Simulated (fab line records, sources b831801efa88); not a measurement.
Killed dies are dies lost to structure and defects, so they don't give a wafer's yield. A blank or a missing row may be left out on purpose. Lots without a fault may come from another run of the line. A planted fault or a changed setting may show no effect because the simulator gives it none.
Problem report in the 8D (eight disciplines) form, filled by code | flow sky130 | the parts of the form that need people (team, actions taken, sign-off) are left out

1. THE PROBLEM
developer_temp_C at SKY_LDD_HVP_DEVELOP_06 reads a mean of 24.03 C on 6 wafers of 2 lots; wafers without a fault read 23.01 C with a standard deviation of 0.097. That is +11 standard deviations from the usual mean.
The step: develop time 60 s.
First seen on wafer L593.1, day 29 08:35, on litho_track-03. The record holds 42 wafers of 14 lots with a number at this step. Rule for "out", or "out of limits": more than 4 standard deviations from the usual mean. The other wafers with a number count as sound.

2. WHAT IT IS AND WHAT IT IS NOT
question                    | is                     | is not
which readings at this step | developer_temp_C       | -
which lots                  | L593, L594             | L573, L574, L576, L578, L579, L580, L582, L583, L584, L585, L586, L595
which wafers of those lots  | all that have a number | -
read on which tools         | litho_track-03         | litho_track-01, litho_track-02
when                        | from day 29 08:35      | up to then (33 sound wafers); but 3 sound wafers of L595 came after

3. SUSPECTS, AND WHAT RULES EACH OUT
Counting: a tool at a process step up to the reading stays a suspect if it ran every lot that is out and no sound lot after the first of them.
- litho_track-03 at SKY_LDD_HVP_DEVELOP_06 (develop time 60 s): kept. It ran every lot that is out, first L593 (day 29 08:35), and no sound lot after that; its last sound lot up to then is L586 (day 26 23:34). Its own readings are out on those wafers: developer_temp_C.
Left after counting: litho_track-03 at SKY_LDD_HVP_DEVELOP_06.

4. THE CAUSE (what the simulator had put in)
Process parameter drift: litho_track-03, from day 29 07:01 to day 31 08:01, at SKY_LDD_HVP_DEVELOP_06. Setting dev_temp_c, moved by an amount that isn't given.
Counting left only this tool.

5. THE CHAIN OF EFFECTS, in route order
Each row: a reading whose mean over the struck wafers that have a number lies more than 3 standard deviations from the usual. Only readings for which the record gives a usual standard deviation are gone through. hours: the time from each lot's start at the first step in this table that gives one to its start at this step, as a median over the lots. sigmas: the change in usual standard deviations.
hours | step                   | reading          | usual   | on struck wafers | change | sigmas
0     | SKY_LDD_HVP_DEVELOP_06 | developer_temp_C | 23.01 C | 24.03            | +1.02  | +11
The process steps in it:
- SKY_LDD_HVP_DEVELOP_06: develop time 60 s.

6. WHAT WOULD HAVE CAUGHT IT SOONER
In this record the first reading out of limits was taken at day 29 08:35, 2 hours after the fault began at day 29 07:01.
